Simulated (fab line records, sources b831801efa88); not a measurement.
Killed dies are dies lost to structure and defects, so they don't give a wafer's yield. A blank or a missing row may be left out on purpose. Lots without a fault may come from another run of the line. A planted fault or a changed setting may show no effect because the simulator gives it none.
A struck lot beside a sound one | flow gf180mcu | 14 steps out of a route of 602
Sound: wafers L525.2, L525.4, L525.5. Struck: wafers L536.2, L536.4, L536.5. The cause comes at the end.
At each step with rows: each side's tool, then ch and its chambers, then its first start. Under that, the readings that differ: sound wafers | struck wafers | difference of the means | sigmas: that difference in standard deviations of wafers without a fault.
alike: readings whose means differ by less than 2 such deviations, and words and numbers that are the same on both sides. not compared: withheld readings, readings that some wafer has no value for, bounds like >300 that may hide the same value, and numbers for which the record gives no deviation and whose values overlap.
The two part at a step that has a row with sigmas, a row that says differs or no value, or rows on one side only. Numbers that don't overlap but have no deviation are shown without sigmas and don't part them. A reading that every wafer of one side lacks parts them only if that side has two wafers or more.

GF_VT_IMPLANT_RS_MEAS_49: measures by four-point-probe.
  sound on film_metro-02, day 8 01:26; struck on film_metro-01, day 11 08:09
  reading           | sound                | struck               | difference | sigmas
  MVPSD_RS (ohm/sq) | 1172.1 1174.4 1169.5 | 1163.3 1165.9 1163.2 | -7.9       | -3
then, 4 steps without rows for these wafers: GF_VT_IMPLANT_WET_ETCH_50 (etches SiO2 in dHF, target depth 20 nm, time 400 s); GF_DUAL_GATE_CLEAN_00 (cleans in SC1/SC2, time 150 s); GF_DUAL_GATE_CLEAN_01 (cleans in dHF, time 20 s); GF_DUAL_GATE_OXIDATION_02 (stabilise 600 s, purge 300 s, target thk 10.887 nm).
GF_DUAL_GATE_THK_MEAS_03:
  sound on film_metro-02, day 8 03:22; struck on film_metro-04, day 11 09:56
  alike: DUAL_GATE_OXIDATION_00_THK
then, 6 steps without rows for these wafers: GF_DUAL_GATE_DEHYDRATE_04 (time 60 s); GF_DUAL_GATE_HMDS_05 (prime time 60 s); GF_DUAL_GATE_COAT_06 (resist thk 1000 nm); GF_DUAL_GATE_SOFTBAKE_07 (time 60 s); GF_DUAL_GATE_EXPOSE_08 (exposes mask Dualgate, target cd 700 nm); GF_DUAL_GATE_PEB_09.
GF_DUAL_GATE_DEVELOP_10: develop time 60 s.
  sound on litho_track-01 ch 0, day 8 19:35; struck on litho_track-02, day 12 04:45
  no value came back on the struck wafers for chill_plate_temp_C (C), develop_time_s (s); on the sound wafers chill_plate_temp_C (C) reads 23.13 23.13 23.07
GF_DUAL_GATE_OVL_MEAS_11:
  sound on overlay-02, day 8 19:43; struck on overlay-02, day 12 04:53
  reading            | sound          | struck | difference                    | sigmas
  DUAL_GATE_OVL (nm) | -3.0 -0.9 -1.1 | - - -  | no value on the struck wafers |

WHERE THEY PART
First at GF_VT_IMPLANT_RS_MEAS_49; last, within this record, at GF_DUAL_GATE_OVL_MEAS_11.

WHY: what the simulator had put in
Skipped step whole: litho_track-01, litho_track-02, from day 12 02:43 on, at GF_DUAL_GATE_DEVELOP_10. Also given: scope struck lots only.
